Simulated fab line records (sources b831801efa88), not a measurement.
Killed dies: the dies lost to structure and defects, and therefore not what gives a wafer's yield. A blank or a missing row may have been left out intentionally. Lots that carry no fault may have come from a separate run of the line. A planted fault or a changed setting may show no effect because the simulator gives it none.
A lot that was struck, set against a sound lot | flow sky130 | 20 out of 708 route steps
Sound: these wafers, L233.2, L233.3, L233.4. Struck: wafers L241.1, L241.3, L241.4. The cause comes at the end.
Each step with rows lists, per side, the tool, then ch with its chambers, then its first start. Under that, the readings that differ: sound wafers | struck wafers | difference of the means | sigmas: that difference in standard deviations of wafers without a fault.
alike: readings with means less than 2 such deviations apart, plus words and numbers identical on both sides. not compared: withheld readings, readings lacking a value on some wafer, bounds such as >300 that could conceal the same value, and numbers that have no deviation in the record and whose values overlap.
The two part at a step that has a row with sigmas, a row that says differs or no value, or rows on one side only. Numbers that don't overlap but have no deviation are shown without sigmas and don't part them. A reading that every wafer of one side lacks parts them only if that side has two wafers or more.

SKY_LDD_HVP_OVL_MEAS_07:
  sound on overlay-01 at day 23 03:01; struck on overlay-01 at day 26 17:25
reading          | sound        | struck         | difference | sigmas
LDD_HVP_OVL (nm) | 0.5 -1.2 0.8 | -3.4 -2.4 -2.3 | -2.7       | -2
next, for these wafers, 1 step has no rows: SKY_LDD_HVP_IMPLANT_08.
SKY_LDD_HVP_STRIP_09: strips in O2/N2.
  sound on plasmaAsher-03 ch 0,1, day 23 03:11; struck on plasmaAsher-02 ch 0,1, day 26 17:35
  alike: drypumpMotorCurrentA, oesProductAu, stripTimeToEndpointS
  not compared: rfHoursCounterH
SKY_LDD_HVP_TW_MEAS_10:
  sound on filmMetro-03 at day 23 03:18; struck on filmMetro-03 at day 26 17:41
  alike: LDD_HVP_TW
then, 7 steps without rows for these wafers: SKY_LDD_LDN_DEHYDRATE_00 (time 60 s); SKY_LDD_LDN_HMDS_01 (prime time 60 s); SKY_LDD_LDN_COAT_02 (resist thk 1140 nm); SKY_LDD_LDN_SOFTBAKE_03 (time 60 s); SKY_LDD_LDN_EXPOSE_04 (exposes mask LDNTM, target cd 700 nm); SKY_LDD_LDN_PEB_05; SKY_LDD_LDN_DEVELOP_06 (develop time 60 s).
SKY_LDD_LDN_OVL_MEAS_07:
  sound on overlay-01 at day 24 09:25; struck on overlay-01 at day 27 22:34
  alike: LDD_LDN_OVL
SKY_LDD_LDN_IMPLANT_08:
  sound on implanter-03 ch 0, day 24 09:28; struck on implanter-03 ch 0, day 27 22:55
then, 3 steps without rows for these wafers: SKY_LDD_LDN_IMPLANT_09; SKY_LDD_LDN_IMPLANT_10; SKY_LDD_LDN_IMPLANT_11.
SKY_LDD_LDN_STRIP_12: strips in O2/N2.
  sound on plasmaAsher-02 ch 0,1, day 24 10:04; struck on plasmaAsher-03 ch 0,1, day 27 23:31
  alike: drypumpMotorCurrentA, oesProductAu, stripTimeToEndpointS
  not compared: rfHoursCounterH
SKY_LDD_LDN_TW_MEAS_13:
  sound on filmMetro-03 at day 24 10:11; struck on filmMetro-04 at day 27 23:37
reading    | sound          | struck         | difference | sigmas
LDD_LDN_TW | 1507 1502 1509 | 1588 1583 1579 | +77        | +8
then, 1 step without rows for these wafers: SKY_LDD_LDN_CLEAN_14 (cleans in SC1/SC2, time 150 s).
-- the record jumps here: 21 days lie between the struck wafers' starts before and after (it left off in module LDD_LDN and takes up again in module PAD_OPEN, whose first step shown is number 708 of the route) --
SKY_PAD_OPEN_PROBE_99:
  sound on prober-02 at day 46 22:55; struck on prober-01 at day 49 08:50
reading                      | sound          | struck         | difference | sigmas
killedAtOther                | 1 1 1          | 0 0 0          | -1         | -2
model.etest.tipSonos.rsOhmSq | 2755 2786 2772 | 2292 2262 2306 | -484       | 
  alike: killed_at_M0_to_M3, killed_at_M4_up, killedAtContacts, killedAtFrontEnd, killedDies, killedOpen, killedShort

== WHERE THEY PART ==
At SKY_LDD_HVP_OVL_MEAS_07 first; at SKY_PAD_OPEN_PROBE_99 last (within this record only).

WHY: what had been put in by the simulator
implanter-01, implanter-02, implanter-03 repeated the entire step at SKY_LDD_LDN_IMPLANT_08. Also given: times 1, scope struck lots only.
